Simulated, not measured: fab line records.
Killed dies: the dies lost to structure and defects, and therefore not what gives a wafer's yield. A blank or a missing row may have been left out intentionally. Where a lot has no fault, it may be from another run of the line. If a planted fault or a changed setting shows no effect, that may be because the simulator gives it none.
Chamber matching ; flow gf180mcu ; GF_V5_CVD_02 on pecvd-03: 3 sister chambers
The step deposits SiO2 from TEOS, target thk 1450 nm, time 163.28 s. 6 wafers are shown with their chamber, then 7 later ones without.

== WAFERS WITH THEIR CHAMBER ==
wafer;chamber;heater power w (W);rf fwd power W (W)
L079.4;0;505;600.4
L079.6;2;654;597.2
L080.4;1;466;596.0
L080.5;2;644;595.4
L084.1;0;598;597.5
L084.3;1;587;596.6

== WAFERS WITHOUT THEIR CHAMBER ==
wafer;heater power w (W);rf fwd power W (W)
L084.6;667;598.5
L090.1;617;600.9
L090.3;802;598.8
L090.6;567;595.6
L094.1;640;597.2
L094.3;702;596.7
L094.5;519;596.3

== CHAMBER TAKEN BY EACH ==
wafer;from the rows above;in truth
L084.6;can't be placed: 2 or 0 or 1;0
L090.1;can't be placed: 0 or 2 or 1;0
L090.3;can't be placed: 2 or 0 or 1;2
L090.6;can't be placed: 1 or 2 or 0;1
L094.1;can't be placed: 2 or 0 or 1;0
L094.3;can't be placed: 2 or 1 or 0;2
L094.5;can't be placed: 1 or 0 or 2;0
Correctly placed: 0 of 7. Can't be placed from these rows: 7 (the true chamber is among the candidates in 7). Wrongly placed: 0.
How it was worked out, from the rows above alone: a wafer's distance from a chamber is the root of the sum, over the readings, of the square of ((its reading less the chamber's mean) divided by the reading's scatter). The wafer belongs to the nearest chamber; if the next one is less than 2 further off, it can't be placed. The mean given for a chamber averages the wafers shown for that chamber. The scatter: take each reading less its chamber's mean, square it, sum over the shown wafers, divide by the number of wafers less the number of chambers, and take the root.
